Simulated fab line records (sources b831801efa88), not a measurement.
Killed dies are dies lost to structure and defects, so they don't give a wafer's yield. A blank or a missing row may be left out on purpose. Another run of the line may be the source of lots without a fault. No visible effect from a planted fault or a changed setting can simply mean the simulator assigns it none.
Split-lot experiment :: flow sky130 :: on a route of 708 steps: 5 lots, 23 wafers read

## SPLIT DETAILS
At SKY_METAL3_SPUTTER_02 (material AlCu, target thk 735 nm, time 39.1 s), the setting chamberPressurePa was moved away from the recipe's 0.4 Pa on 15 of the 23 wafers read, by -8.1% to +14.4%. All remaining wafers had this setting at the recipe value.

The split's own step is where the reading is taken.

## THE READING
AlCu_of_METAL3_SPUTTER_02.thkNm (the simulator's own value, which no gauge read), in nm, at SKY_METAL3_SPUTTER_02 (material AlCu, target thk 735 nm, time 39.1 s). The file gives no usual value for it. The 8 wafers here that ran the recipe average 743.7 nm, standard deviation 5.7 nm.

wafer: L074.1
tool, chamber at the split: pvdSputter-04, -
chamberPressurePa as run, Pa: 0.3676
against the recipe: -8.1%
AlCu_of_METAL3_SPUTTER_02.thkNm, nm: 755.6
against lot-mates on the recipe: no lot-mate on the recipe

wafer: L074.2
tool, chamber at the split: pvdSputter-04, -
chamberPressurePa as run, Pa: 0.3676
against the recipe: -8.1%
AlCu_of_METAL3_SPUTTER_02.thkNm, nm: 765
against lot-mates on the recipe: no lot-mate on the recipe

wafer: L074.4
tool, chamber at the split: pvdSputter-04, -
chamberPressurePa as run, Pa: 0.3676
against the recipe: -8.1%
AlCu_of_METAL3_SPUTTER_02.thkNm, nm: 758
against lot-mates on the recipe: no lot-mate on the recipe

wafer: L074.5
tool, chamber at the split: pvdSputter-04, -
chamberPressurePa as run, Pa: 0.3676
against the recipe: -8.1%
AlCu_of_METAL3_SPUTTER_02.thkNm, nm: 762.9
against lot-mates on the recipe: no lot-mate on the recipe

wafer: L074.6
tool, chamber at the split: pvdSputter-04, -
chamberPressurePa as run, Pa: 0.3676
against the recipe: -8.1%
AlCu_of_METAL3_SPUTTER_02.thkNm, nm: 759.3
against lot-mates on the recipe: no lot-mate on the recipe

wafer: L077.1
tool, chamber at the split: pvdSputter-04, -
chamberPressurePa as run, Pa: 0.4
against the recipe: recipe
AlCu_of_METAL3_SPUTTER_02.thkNm, nm: 734.7
against lot-mates on the recipe: -

wafer: L077.2
tool, chamber at the split: pvdSputter-04, -
chamberPressurePa as run, Pa: 0.4
against the recipe: recipe
AlCu_of_METAL3_SPUTTER_02.thkNm, nm: 738.3
against lot-mates on the recipe: -

wafer: L077.3
tool, chamber at the split: pvdSputter-04, -
chamberPressurePa as run, Pa: 0.4
against the recipe: recipe
AlCu_of_METAL3_SPUTTER_02.thkNm, nm: 752.3
against lot-mates on the recipe: -

wafer: L077.4
tool, chamber at the split: pvdSputter-04, -
chamberPressurePa as run, Pa: 0.4
against the recipe: recipe
AlCu_of_METAL3_SPUTTER_02.thkNm, nm: 744.5
against lot-mates on the recipe: -

wafer: L077.6
tool, chamber at the split: pvdSputter-04, -
chamberPressurePa as run, Pa: 0.4
against the recipe: recipe
AlCu_of_METAL3_SPUTTER_02.thkNm, nm: 746.7
against lot-mates on the recipe: -

wafer: L083.4
tool, chamber at the split: pvdSputter-01, -
chamberPressurePa as run, Pa: 0.4
against the recipe: recipe
AlCu_of_METAL3_SPUTTER_02.thkNm, nm: 738.2
against lot-mates on the recipe: -

wafer: L083.5
tool, chamber at the split: pvdSputter-01, -
chamberPressurePa as run, Pa: 0.4
against the recipe: recipe
AlCu_of_METAL3_SPUTTER_02.thkNm, nm: 745.6
against lot-mates on the recipe: -

wafer: L083.6
tool, chamber at the split: pvdSputter-01, -
chamberPressurePa as run, Pa: 0.4
against the recipe: recipe
AlCu_of_METAL3_SPUTTER_02.thkNm, nm: 749.2
against lot-mates on the recipe: -

wafer: L081.1
tool, chamber at the split: pvdSputter-01, -
chamberPressurePa as run, Pa: 0.3777
against the recipe: -5.6%
AlCu_of_METAL3_SPUTTER_02.thkNm, nm: 739.1
against lot-mates on the recipe: no lot-mate on the recipe

wafer: L081.2
tool, chamber at the split: pvdSputter-01, -
chamberPressurePa as run, Pa: 0.3777
against the recipe: -5.6%
AlCu_of_METAL3_SPUTTER_02.thkNm, nm: 743.4
against lot-mates on the recipe: no lot-mate on the recipe

wafer: L081.4
tool, chamber at the split: pvdSputter-01, -
chamberPressurePa as run, Pa: 0.3777
against the recipe: -5.6%
AlCu_of_METAL3_SPUTTER_02.thkNm, nm: 736.8
against lot-mates on the recipe: no lot-mate on the recipe

wafer: L081.5
tool, chamber at the split: pvdSputter-01, -
chamberPressurePa as run, Pa: 0.3777
against the recipe: -5.6%
AlCu_of_METAL3_SPUTTER_02.thkNm, nm: 743.8
against lot-mates on the recipe: no lot-mate on the recipe

wafer: L081.6
tool, chamber at the split: pvdSputter-01, -
chamberPressurePa as run, Pa: 0.3777
against the recipe: -5.6%
AlCu_of_METAL3_SPUTTER_02.thkNm, nm: 737.3
against lot-mates on the recipe: no lot-mate on the recipe

wafer: L085.1
tool, chamber at the split: pvdSputter-01, -
chamberPressurePa as run, Pa: 0.4576
against the recipe: +14.4%
AlCu_of_METAL3_SPUTTER_02.thkNm, nm: 714.1
against lot-mates on the recipe: no lot-mate on the recipe

wafer: L085.2
tool, chamber at the split: pvdSputter-01, -
chamberPressurePa as run, Pa: 0.4576
against the recipe: +14.4%
AlCu_of_METAL3_SPUTTER_02.thkNm, nm: 711.6
against lot-mates on the recipe: no lot-mate on the recipe

wafer: L085.3
tool, chamber at the split: pvdSputter-01, -
chamberPressurePa as run, Pa: 0.4576
against the recipe: +14.4%
AlCu_of_METAL3_SPUTTER_02.thkNm, nm: 722.4
against lot-mates on the recipe: no lot-mate on the recipe

wafer: L085.4
tool, chamber at the split: pvdSputter-01, -
chamberPressurePa as run, Pa: 0.4576
against the recipe: +14.4%
AlCu_of_METAL3_SPUTTER_02.thkNm, nm: 713.8
against lot-mates on the recipe: no lot-mate on the recipe

wafer: L085.6
tool, chamber at the split: pvdSputter-01, -
chamberPressurePa as run, Pa: 0.4576
against the recipe: +14.4%
AlCu_of_METAL3_SPUTTER_02.thkNm, nm: 715
against lot-mates on the recipe: no lot-mate on the recipe

FIT RESULTS
A straight line over all 23 wafers: AlCu_of_METAL3_SPUTTER_02.thkNm changes by -1.71 nm for each +1% of chamberPressurePa; r = -0.89; the points scatter about the line by 7.5 nm.
Too few moved wafers have a lot-mate on the recipe to fit a line with each lot's own level taken away.

## FILE'S OWN FIT
AlCu_of_METAL3_SPUTTER_02.thkNm changes by -1.7 nm for each +1% of chamberPressurePa, r = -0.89.
